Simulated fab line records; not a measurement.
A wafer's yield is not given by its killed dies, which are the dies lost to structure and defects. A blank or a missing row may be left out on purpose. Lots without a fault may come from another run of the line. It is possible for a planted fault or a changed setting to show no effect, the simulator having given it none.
Matching of chambers | flow gf180mcu | cmp-01 running GF_V4_CMP_04: 4 sister chambers
The step polishes SiO2. 14 wafers are shown with their chamber, then 6 later ones without.

## EACH WAFER AND ITS CHAMBER
wafer  | chamber | motor current A (A) | time to endpoint s (s) | retaining ring pressure frac
L248.1 | 1       | 10.4                | 79                     | 0.997
L248.2 | 0       | 12.2                | 78                     | 1.006
L248.5 | 3       | 10.1                | 83                     | 0.997
L250.1 | 2       | 12.2                | 75                     | 0.994
L250.3 | 1       | 10.7                | 73                     | 0.990
L250.6 | 1       | 10.3                | 81                     | 0.995
L251.4 | 1       | 11.0                | 81                     | 0.998
L251.5 | 1       | 11.3                | 82                     | 0.999
L251.6 | 0       | 13.6                | 85                     | 1.002
L254.3 | 0       | 13.5                | 86                     | 1.000
L254.4 | 2       | 12.5                | 85                     | 1.005
L254.6 | 3       | 10.5                | 88                     | 1.006
L263.2 | 1       | 10.6                | 76                     | 1.000
L263.4 | 2       | 12.1                | 82                     | 1.004

SIGNATURES (averages over the wafers above)
reading                      | chamber 0 | chamber 1 | chamber 2 | chamber 3 | scatter within a chamber
motor current A              | 13.100    | 10.717    | 12.267    | 10.300    | 0.458
time to endpoint s           | 83.00     | 78.67     | 80.67     | 85.50     | 4.06
retaining ring pressure frac | 1.00267   | 0.99650   | 1.00100   | 1.00150   | 0.00446
Rule: a wafer lies at a distance from a chamber equal to the root of the sum of squares, over the readings, of (its reading less the chamber's mean, divided by the reading's scatter). If the next closest chamber is less than 2 further off than the closest, the wafer can't be placed; otherwise it belongs to the closest. The scatter: the root of (the sum of the squares of (reading less its chamber's mean) over the shown wafers, divided by (wafers less chambers)).

## WAFERS WITH NO CHAMBER GIVEN
wafer  | motor current A (A) | time to endpoint s (s) | retaining ring pressure frac
L266.1 | 10.1                | 78                     | 0.993
L266.4 | 11.8                | 84                     | 1.002
L266.6 | 10.7                | 87                     | 1.010
L268.1 | 12.7                | 77                     | 1.011
L268.2 | 11.3                | 76                     | 0.999
L268.4 | 10.4                | 83                     | 1.004

## WHICH CHAMBER EACH WENT THROUGH
wafer  | from the rows above               | in truth
L266.1 | can't be placed: 1 or 3           | 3
L266.4 | can't be placed: 2 or 0 or 1 or 3 | 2
L266.6 | can't be placed: 3 or 1           | 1
L268.1 | can't be placed: 0 or 2           | 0
L268.2 | can't be placed: 1 or 2 or 3      | 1
L268.4 | can't be placed: 3 or 1           | 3
Correct placement for 0 of the 6. These rows do not allow placing 6 (true chamber among the candidates in 6). Wrongly placed: 0.
